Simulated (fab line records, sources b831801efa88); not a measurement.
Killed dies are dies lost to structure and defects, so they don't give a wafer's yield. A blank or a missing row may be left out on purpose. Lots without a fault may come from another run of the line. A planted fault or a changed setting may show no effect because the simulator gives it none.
Which tool did it? | flow sfq_line | 15 lots, 42 wafers sampled, at 6 steps of a route of 325

WHAT THE GAUGES READ, wafer by wafer
SFQ_L0_RS_MEAS_901: measures by four-point-probe. Usual: L0_MONX_KI_RS 43.5 ohm/sq, standard deviation 0.47.
lot  | measured    | on            | L0_MONX_KI_RS (ohm/sq) | flag
L129 | day 1 12:34 | film_metro-01 | 44.2 43.7 44.0         |
L131 | day 1 22:35 | film_metro-01 | 44.0 43.4 43.3         |
L132 | day 2 03:37 | film_metro-02 | 42.5 42.4 42.8         |
L133 | day 2 08:34 | film_metro-01 | 43.5 43.2 43.6         |
L138 | day 3 09:36 | film_metro-02 | 76.9 75.7 76.8 75.6    | OFF
L140 | day 3 19:36 | film_metro-02 | 76.2 43.0 76.3 42.9    | OFF
L142 | day 4 05:36 | film_metro-02 | 75.2 43.4 75.3 43.5    | OFF
L143 | day 4 10:34 | film_metro-01 | 44.5 44.1 44.7         |
L144 | day 4 15:36 | film_metro-04 | 43.8 43.9 43.7         |
L145 | day 4 20:36 | film_metro-04 | 42.6 43.3 42.6         |
L148 | day 5 11:34 | film_metro-02 | 44.4 44.5 43.9         |
L149 | day 5 16:34 | film_metro-04 | 43.2 43.2 43.1         |
L150 | day 5 21:35 | film_metro-01 | 43.5 43.1 43.5         |
L151 | day 6 02:34 | film_metro-02 | 43.2 43.4 43.8         |
L152 | day 6 07:35 | film_metro-04 | 43.2 43.0 43.1         |

SFQ_L0_THK_MEAS_902: measures by xrf. Usual: L0_MONX_KI_THK 39.6 nm, standard deviation 0.48.
lot  | measured    | on            | L0_MONX_KI_THK (nm) | flag
L129 | day 1 12:41 | film_metro-01 | 39.4 39.7 39.6      |
L131 | day 1 22:41 | film_metro-01 | 39.0 39.9 39.8      |
L132 | day 2 03:43 | film_metro-02 | 40.5 40.8 40.2      |
L133 | day 2 08:41 | film_metro-01 | 39.7 40.0 39.5      |
L138 | day 3 14:27 | film_metro-02 | 22.3 22.9 22.3 22.7 | OFF
L140 | day 3 22:46 | film_metro-02 | 22.6 40.0 22.4 40.0 | OFF
L142 | day 4 08:41 | film_metro-02 | 22.7 39.4 22.8 39.4 | OFF
L143 | day 4 10:41 | film_metro-01 | 39.1 40.0 39.0      |
L144 | day 4 15:42 | film_metro-04 | 39.2 39.3 39.4      |
L145 | day 4 20:42 | film_metro-04 | 40.0 39.6 40.3      |
L148 | day 5 11:41 | film_metro-02 | 38.4 38.5 38.9      |
L149 | day 5 16:41 | film_metro-04 | 39.6 39.6 39.9      |
L150 | day 5 21:41 | film_metro-01 | 40.0 40.5 40.2      |
L151 | day 6 02:41 | film_metro-02 | 39.5 39.5 39.2      |
L152 | day 6 07:41 | film_metro-04 | 39.6 39.8 39.8      |

SFQ_M3_OVL_MEAS_921. Usual: M3_OVL -1 nm, standard deviation 6.
lot  | measured     | on         | M3_OVL (nm) | flag
L129 | day 43 20:44 | overlay-01 | 5 5 1       |
L131 | day 43 23:08 | overlay-01 | -12 -3 -3   |
L132 | day 44 00:21 | overlay-01 | -8 -9 -6    |
L133 | day 44 03:26 | overlay-01 | -12 -9 -12  |
L138 | day 51 08:49 | overlay-01 | -1 -7       |
L140 | day 51 13:37 | overlay-02 | 6 7         |
L142 | day 51 18:25 | overlay-01 | -5 -4       |
L143 | day 51 20:47 | overlay-02 | -1 0 -1     |
L144 | day 52 00:25 | overlay-01 | 6 2 11      |
L145 | day 52 02:49 | overlay-02 | 1 -9 0      |
L148 | day 52 13:35 | overlay-02 | 10 7 17     |
L149 | day 52 14:47 | overlay-02 | -4 -10 6    |
L150 | day 52 16:00 | overlay-01 | 5 5 4       |
L151 | day 52 18:23 | overlay-01 | 1 3 -5      |
L152 | day 52 19:36 | overlay-02 | -4 -8 -5    |

WHICH TOOL RAN EACH LOT (tool, then ch and the chambers of the sampled wafers, then the start)
lot  | SFQ_TRILAYER_L0_DEP_SPUTTER_003 | SFQ_TRILAYER_L0_ETCH_METAL_ETCH_008 | SFQ_TRILAYER_M0_STRIP_STRIP_025
L129 | pvd_sputter-03, day 1 12:29     | rie_metal-03 ch 0,1, day 4 13:15    | rie_metal-02 ch 0, day 11 12:26
L131 | pvd_sputter-03, day 1 22:29     | rie_metal-04 ch 0,1, day 4 18:03    | rie_metal-03 ch 0,1, day 11 19:38
L132 | pvd_sputter-06, day 2 03:29     | rie_metal-02 ch 0,1, day 5 00:04    | rie_metal-02 ch 0,1, day 12 05:34
L133 | pvd_sputter-06, day 2 08:29     | rie_metal-02 ch 0,1, day 5 11:43    | rie_metal-02 ch 0,1, day 12 21:43
L138 | pvd_sputter-06, day 3 09:29     | rie_metal-04 ch 0,1, day 6 12:56    | rie_metal-02 ch 0,1, day 14 15:55
L140 | pvd_sputter-06, day 3 19:29     | rie_metal-04 ch 0, day 6 20:08      | rie_metal-01 ch 0,1, day 15 07:31
L142 | pvd_sputter-06, day 4 05:29     | rie_metal-02 ch 0, day 7 06:56      | rie_metal-02 ch 0, day 15 23:13
L143 | pvd_sputter-03, day 4 10:29     | rie_metal-03 ch 1, day 7 12:55      | rie_metal-03 ch 0, day 16 08:17
L144 | pvd_sputter-03, day 4 15:29     | rie_metal-04 ch 0,1, day 7 20:37    | rie_metal-02 ch 0,1, day 16 21:41
L145 | pvd_sputter-03, day 4 20:29     | rie_metal-04 ch 0, day 8 05:05      | rie_metal-02 ch 0,1, day 17 07:17
L148 | pvd_sputter-03, day 5 11:29     | rie_metal-03 ch 0,1, day 8 21:21    | rie_metal-03 ch 0,1, day 18 01:20
L149 | pvd_sputter-04, day 5 16:29     | rie_metal-03 ch 0,1, day 9 06:10    | rie_metal-03 ch 0,1, day 18 16:56
L150 | pvd_sputter-04, day 5 21:29     | rie_metal-04 ch 0,1, day 9 09:46    | rie_metal-01 ch 0,1, day 19 00:08
L151 | pvd_sputter-04, day 6 02:29     | rie_metal-04 ch 0,1, day 9 14:34    | rie_metal-03 ch 0,1, day 19 07:27
L152 | pvd_sputter-03, day 6 07:29     | rie_metal-04 ch 0,1, day 9 18:10    | rie_metal-02 ch 0,1, day 19 14:27
- SFQ_TRILAYER_L0_DEP_SPUTTER_003: material MoNx KI, target thk 40 nm, time 100 s.
- SFQ_TRILAYER_L0_ETCH_METAL_ETCH_008: etches MoNx KI in SF6/O2, stops on SiO2, target depth 50 nm, time 25 s.
- SFQ_TRILAYER_M0_STRIP_STRIP_025: strips in O2.

WHAT THE TOOLS THEMSELVES READ (means of the sampled wafers that have a number; where no wafer has one, the mark that the record gives instead)
SFQ_TRILAYER_L0_DEP_SPUTTER_003. Usual: throttle_valve_pct 29.7 %, standard deviation 0.64.
lot  | tool           | throttle_valve_pct (%) | flag
L129 | pvd_sputter-03 | 29.7                   |
L131 | pvd_sputter-03 | 29.4                   |
L132 | pvd_sputter-06 | 29.4                   |
L133 | pvd_sputter-06 | 29.6                   |
L138 | pvd_sputter-06 | 29.6                   |
L140 | pvd_sputter-06 | 29.5                   |
L142 | pvd_sputter-06 | 29.7                   |
L143 | pvd_sputter-03 | 29.9                   |
L144 | pvd_sputter-03 | 29.8                   |
L145 | pvd_sputter-03 | 29.4                   |
L148 | pvd_sputter-03 | 30.0                   |
L149 | pvd_sputter-04 | 30.2                   |
L150 | pvd_sputter-04 | 30.0                   |
L151 | pvd_sputter-04 | 30.0                   |
L152 | pvd_sputter-03 | 29.3                   |

SFQ_TRILAYER_L0_ETCH_METAL_ETCH_008. Usual: drypump_motor_current_A 6.0 A, standard deviation 0.52; oes_product_au 0.874 a.u., standard deviation 0.007; rf_fwd_power_W 593.6 W, standard deviation 2.2.
lot  | tool         | drypump_motor_current_A (A) | oes_product_au (a.u.) | rf_fwd_power_W (W) | flag
L129 | rie_metal-03 | 6.3                         | 0.873                 | 593.6              |
L131 | rie_metal-04 | 6.0                         | 0.875                 | 594.3              |
L132 | rie_metal-02 | 6.2                         | 0.881                 | 596.1              |
L133 | rie_metal-02 | 6.1                         | 0.876                 | 592.8              |
L138 | rie_metal-04 | 5.8                         | 0.658                 | 594.0              | OFF
L140 | rie_metal-04 | 6.4                         | 0.767                 | 597.7              | OFF
L142 | rie_metal-02 | 6.2                         | 0.769                 | 595.0              | OFF
L143 | rie_metal-03 | 5.7                         | 0.860                 | 591.2              |
L144 | rie_metal-04 | 6.0                         | 0.875                 | 593.4              |
L145 | rie_metal-04 | 6.4                         | 0.880                 | 592.5              |
L148 | rie_metal-03 | 6.3                         | 0.865                 | 592.9              |
L149 | rie_metal-03 | 6.0                         | 0.876                 | 593.4              |
L150 | rie_metal-04 | 5.6                         | 0.875                 | 592.8              |
L151 | rie_metal-04 | 6.0                         | 0.873                 | 594.2              |
L152 | rie_metal-04 | 5.6                         | 0.876                 | 593.7              |

SFQ_TRILAYER_M0_STRIP_STRIP_025. Usual: drypump_motor_current_A 6.09 A, standard deviation 0.29; oes_product_au 1.001 a.u., standard deviation 0.0097.
lot  | tool         | drypump_motor_current_A (A) | oes_product_au (a.u.) | flag
L129 | rie_metal-02 | 6.30                        | 0.990                 |
L131 | rie_metal-03 | 6.00                        | 0.988                 |
L132 | rie_metal-02 | 6.13                        | 1.003                 |
L133 | rie_metal-02 | 6.00                        | 1.002                 |
L138 | rie_metal-02 | 6.07                        | 1.001                 |
L140 | rie_metal-01 | 6.02                        | 0.994                 |
L142 | rie_metal-02 | 6.25                        | 1.006                 |
L143 | rie_metal-03 | 6.59                        | 0.986                 |
L144 | rie_metal-02 | 6.12                        | 1.004                 |
L145 | rie_metal-02 | 6.01                        | 1.002                 |
L148 | rie_metal-03 | 6.00                        | 1.000                 |
L149 | rie_metal-03 | 6.02                        | 1.004                 |
L150 | rie_metal-01 | 6.05                        | 0.998                 |
L151 | rie_metal-03 | 6.31                        | 0.988                 |
L152 | rie_metal-02 | 6.00                        | 1.003                 |

THE ANSWER, worked out from the rows above alone
Rule: a lot is off if the mean of its wafers that have a number lies more than 3 standard deviations from the usual mean. A lot without any number at a reading at which 4 lots or more have one is off too. The other lots that the step has rows for count as sound. The gauges are gone through in route order, then the tools' own readings, and for those a lot's mean is taken as printed above. The first step at which some lot is off is used, and at that step the reading that is off furthest; a lot without a number counts as furthest.
Off: L138, L140, L142, at SFQ_L0_RS_MEAS_901 (L0_MONX_KI_RS).
A tool fits if, at a process step before that reading, it ran every lot that is off, and no sound lot after the first of them. The gauges at SFQ_L0_RS_MEAS_901 aren't tried: what is off there is off at SFQ_TRILAYER_L0_ETCH_METAL_ETCH_008 too, on other tools, and a gauge's error can't cause that. One fits: pvd_sputter-06 at SFQ_TRILAYER_L0_DEP_SPUTTER_003. Its last sound lot is L133 (day 2 08:29), its first lot that is off L138 (day 3 09:29): a fault that began between those two fits.

WHAT THE SIMULATOR HAD PUT IN
Process parameter drift: pvd_sputter-06, from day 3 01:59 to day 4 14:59, at SFQ_TRILAYER_L0_DEP_SPUTTER_003. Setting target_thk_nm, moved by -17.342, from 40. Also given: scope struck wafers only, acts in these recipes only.
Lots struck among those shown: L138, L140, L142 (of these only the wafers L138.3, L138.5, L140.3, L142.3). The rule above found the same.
